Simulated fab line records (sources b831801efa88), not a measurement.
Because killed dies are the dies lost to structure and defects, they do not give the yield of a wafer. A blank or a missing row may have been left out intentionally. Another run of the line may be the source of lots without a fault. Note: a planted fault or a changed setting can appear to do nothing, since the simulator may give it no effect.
Matching of chambers || flow sky130 || SKY_VIA4_CMP_02 on cmp-01 has 4 sister chambers
The step polishes SiO2. 27 wafers are shown with their chamber, then 12 later ones without.

WAFERS, EACH WITH ITS CHAMBER
{"wafer": "L076.1", "chamber": 2, "motor-current-A (A)": 14.3}
{"wafer": "L076.3", "chamber": 0, "motor-current-A (A)": 10.7}
{"wafer": "L076.5", "chamber": 3, "motor-current-A (A)": 14.0}
{"wafer": "L078.1", "chamber": 3, "motor-current-A (A)": 14.4}
{"wafer": "L078.4", "chamber": 0, "motor-current-A (A)": 10.9}
{"wafer": "L078.5", "chamber": 2, "motor-current-A (A)": 13.9}
{"wafer": "L082.1", "chamber": 1, "motor-current-A (A)": 12.7}
{"wafer": "L082.3", "chamber": 3, "motor-current-A (A)": 14.0}
{"wafer": "L082.6", "chamber": 3, "motor-current-A (A)": 15.6}
{"wafer": "L085.1", "chamber": 2, "motor-current-A (A)": 14.5}
{"wafer": "L085.5", "chamber": 0, "motor-current-A (A)": 10.6}
{"wafer": "L085.6", "chamber": 3, "motor-current-A (A)": 13.8}
{"wafer": "L086.1", "chamber": 2, "motor-current-A (A)": 14.0}
{"wafer": "L086.2", "chamber": 0, "motor-current-A (A)": 10.4}
{"wafer": "L086.5", "chamber": 2, "motor-current-A (A)": 14.1}
{"wafer": "L087.2", "chamber": 1, "motor-current-A (A)": 12.9}
{"wafer": "L087.3", "chamber": 3, "motor-current-A (A)": 14.6}
{"wafer": "L087.5", "chamber": 3, "motor-current-A (A)": 14.0}
{"wafer": "L088.1", "chamber": 0, "motor-current-A (A)": 10.5}
{"wafer": "L088.2", "chamber": 3, "motor-current-A (A)": 13.4}
{"wafer": "L088.4", "chamber": 2, "motor-current-A (A)": 14.3}
{"wafer": "L090.1", "chamber": 2, "motor-current-A (A)": 14.6}
{"wafer": "L090.4", "chamber": 1, "motor-current-A (A)": 12.4}
{"wafer": "L090.6", "chamber": 2, "motor-current-A (A)": 13.7}
{"wafer": "L092.1", "chamber": 3, "motor-current-A (A)": 14.6}
{"wafer": "L092.5", "chamber": 1, "motor-current-A (A)": 12.5}
{"wafer": "L092.6", "chamber": 2, "motor-current-A (A)": 14.1}

SIGNATURES (means of the wafers above)
{"reading": "motor-current-A", "chamber 0": 10.620, "chamber 1": 12.625, "chamber 2": 14.167, "chamber 3": 14.267, "scatter within a chamber": 0.425}
Rule: distance of a wafer from a chamber = root of the sum over the readings of ((wafer's reading minus chamber's mean) / reading's scatter) squared. If the next closest chamber is less than 2 further off than the closest, the wafer can't be placed; otherwise it belongs to the closest. The scatter is the square root of a quotient: the sum, over the shown wafers, of each reading's squared deviation from its chamber's mean, divided by wafers minus chambers.

WAFERS MISSING THEIR CHAMBER
{"wafer": "L091.1", "motor-current-A (A)": 14.1}
{"wafer": "L091.2", "motor-current-A (A)": 14.7}
{"wafer": "L091.3", "motor-current-A (A)": 13.3}
{"wafer": "L093.1", "motor-current-A (A)": 11.9}
{"wafer": "L093.2", "motor-current-A (A)": 13.7}
{"wafer": "L093.5", "motor-current-A (A)": 14.0}
{"wafer": "L094.1", "motor-current-A (A)": 14.7}
{"wafer": "L094.3", "motor-current-A (A)": 14.4}
{"wafer": "L094.4", "motor-current-A (A)": 10.5}
{"wafer": "L096.2", "motor-current-A (A)": 14.1}
{"wafer": "L096.3", "motor-current-A (A)": 12.2}
{"wafer": "L096.5", "motor-current-A (A)": 10.9}

WHICH CHAMBER EACH ONE RAN IN
{"wafer": "L091.1", "from the rows above": "can't be placed: 2 or 3", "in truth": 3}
{"wafer": "L091.2", "from the rows above": "can't be placed: 3 or 2", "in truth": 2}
{"wafer": "L091.3", "from the rows above": "can't be placed: 1 or 2 or 3", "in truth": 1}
{"wafer": "L093.1", "from the rows above": "can't be placed: 1 or 0", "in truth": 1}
{"wafer": "L093.2", "from the rows above": "can't be placed: 2 or 3 or 1", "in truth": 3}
{"wafer": "L093.5", "from the rows above": "can't be placed: 2 or 3", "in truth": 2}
{"wafer": "L094.1", "from the rows above": "can't be placed: 3 or 2", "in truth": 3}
{"wafer": "L094.3", "from the rows above": "can't be placed: 3 or 2", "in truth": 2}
{"wafer": "L094.4", "from the rows above": 0, "in truth": 0}
{"wafer": "L096.2", "from the rows above": "can't be placed: 2 or 3", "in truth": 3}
{"wafer": "L096.3", "from the rows above": 1, "in truth": 1}
{"wafer": "L096.5", "from the rows above": 0, "in truth": 0}
3 of 12 placed correctly. Cannot be placed on the basis of these rows: 9; the candidates contain the true chamber in 9. Wrongly placed: 0.
